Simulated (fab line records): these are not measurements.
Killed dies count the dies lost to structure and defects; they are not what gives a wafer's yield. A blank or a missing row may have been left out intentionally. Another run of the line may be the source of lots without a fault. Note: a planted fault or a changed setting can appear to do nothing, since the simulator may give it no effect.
One fault through the eyes of 2 desks | flow gf180mcu | each desk holds nothing but its own numbers, with what lay behind them at the end

## FROM THE METROLOGY DESK
What the gauges read for every lot (on any tool): the sampled wafers with a number, averaged. Any lot whose mean is over 4 standard deviations away from the usual mean is out of limits and marked OUT; that distance is given in the brackets. Only the readings that lie furthest out on some lot appear, 7 of the 10 it has.
Columns: A = HV_LDD_2_TW at GF_HV_LDD_TW_MEAS_23, usual 1053; B = cd nm at GF_HV_LDD_CD_MEAS_31, usual 400.4 nm; C = HV_LDD_3_TW at GF_HV_LDD_TW_MEAS_38, usual 1434; D = HV_LDD_03_OVL at GF_HV_LDD_OVL_MEAS_47, usual 0.1 nm; E = HV_LDD_4_TW at GF_HV_LDD_TW_MEAS_50, usual 568; F = HV_LDD_RS at GF_HV_LDD_RS_MEAS_53, usual 418.8 ohm/sq; G = HV_LDD_CVD_54_THK at GF_HV_LDD_THK_MEAS_55, usual 9.91 nm
lot  | first seen here | A    | B     | C    | D    | E   | F     | G
L183 | day 11 11:46    | 1046 | 401.3 | 1440 | -2.0 | 570 | 419.2 | 9.70
L184 | day 11 17:25    | 1059 | 402.1 | 1426 | -1.2 | 574 | 419.4 | 10.13
L188 | day 13 02:10    | 1059 | 401.7 | 1446 | 1.2  | 570 | 417.0 | 9.86
L193 | day 14 15:19    | 1036 | 404.5 | 1440 | -0.1 | 561 | 419.4 | 9.87
L197 | day 16 02:11    | 1039 | 399.9 | 1412 | 0.2  | 570 | 419.9 | 9.93
L202 | day 17 21:04    | 1046 | 395.5 | 1413 | 1.3  | 562 | 419.0 | 9.95
Finding of this desk: none of the 6 lots has anything out of limits.

## DESK OF THE TOOL OWNER: implanter-02
For each lot that ran on this tool, the mean over its sampled wafers that have a number, from the tool's own readings at GF_HV_LDD_IMPLANT_35. Any lot whose mean is over 4 standard deviations away from the usual mean is out of limits and marked OUT; that distance is given in the brackets.
Columns: A = beam on s at GF_HV_LDD_IMPLANT_35, usual 10.01 s
lot  | first seen here | A
L184 | day 12 13:11    | 10.06
L193 | day 15 12:35    | 9.82
L197 | day 17 00:38    | 9.95
Finding of this desk: none of the 3 lots has anything out of limits.

## PUT TOGETHER
The metrology desk saw nothing out of limits.
The desk of the tool owner found nothing out of limits.

## WHAT HAD BEEN PUT IN BY THE SIMULATOR
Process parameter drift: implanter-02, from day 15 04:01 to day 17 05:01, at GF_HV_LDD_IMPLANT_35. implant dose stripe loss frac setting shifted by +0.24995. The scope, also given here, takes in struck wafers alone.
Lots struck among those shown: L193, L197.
